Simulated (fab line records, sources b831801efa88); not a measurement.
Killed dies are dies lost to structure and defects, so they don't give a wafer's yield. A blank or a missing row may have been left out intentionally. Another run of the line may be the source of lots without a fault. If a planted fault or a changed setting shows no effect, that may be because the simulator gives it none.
One fault seen from 2 desks    flow gf180mcu    numbers are kept per desk, each desk with only its own; the story behind them comes last

FOR THE TOOL OWNER'S DESK: pecvd-03
The tool's own readings at GF_PASSIVATION_CVD_00 (deposits SiO2 from TEOS, target thk 1000 nm, time 111.95 s): means of the sampled wafers that have a number, for each lot that ran on this tool. If a lot's mean is further than 4 standard deviations from the usual mean, the lot is out of limits and carries the mark OUT (the distance appears in the brackets).
Columns: A = heater_power_w at GF_PASSIVATION_CVD_00, usual 661 W; B = run_length_s at GF_PASSIVATION_CVD_00, usual 139.8 s
lot   first seen here  A    B
L613  day 28 22:25     599  140.0
L618  day 30 11:55     580  139.5
L620  day 30 23:52     567  115.0 (-50) OUT
L623  day 31 12:49     621  115.1 (-49) OUT
This desk finds L620, L623 out of limits, L620 being first, at day 30 23:52 (run_length_s at GF_PASSIVATION_CVD_00). L613, L618 stayed within limits.

THE METROLOGY DESK
What the gauges read for every lot (on any tool): the sampled wafers with a number, averaged. If a lot's mean is further than 4 standard deviations from the usual mean, the lot is out of limits and carries the mark OUT (the distance appears in the brackets).
Columns: A = PASSIVATION_CVD_00_THK at GF_PASSIVATION_THK_MEAS_01, usual 1003 nm; B = PASSIVATION_CVD_02_THK at GF_PASSIVATION_THK_MEAS_03, usual 700 nm
lot   first seen here  A              B
L613  day 28 22:30     990            697
L615  day 29 10:50     996            705
L617  day 30 05:52     1013           704
L618  day 30 12:00     995            702
L620  day 30 23:56     776 (-17) OUT  707
L621  day 31 08:41     1008           705
L623  day 31 12:55     788 (-17) OUT  702
L624  day 32 02:01     1004           689
L629  day 33 05:35     1019           692
L631  day 33 14:35     1006           700
L633  day 34 03:59     1003           690
This desk finds L620, L623 out of limits, with the earliest case on L620 at day 30 23:56 (PASSIVATION_CVD_00_THK at GF_PASSIVATION_THK_MEAS_01). L613, L615, L617, L618, L621, L624, L629, L631, L633 stayed within limits.

ALL TOGETHER
The tool owner's desk could have raised an alarm at day 30 23:52, on L620, L623.
On L620, L623, the metrology desk was in a position to raise an alarm at day 30 23:56.
The lots listed all ran GF_PASSIVATION_CVD_00 on pecvd-03.

WHAT THE SIMULATOR HAD PUT IN
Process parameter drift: pecvd-03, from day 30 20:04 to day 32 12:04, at GF_PASSIVATION_CVD_00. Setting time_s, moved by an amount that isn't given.
Shown lots that were struck: L620, L623.
Fault start to first reading out of limits, in hours, per desk: tool owner, 4; metrology, 4.
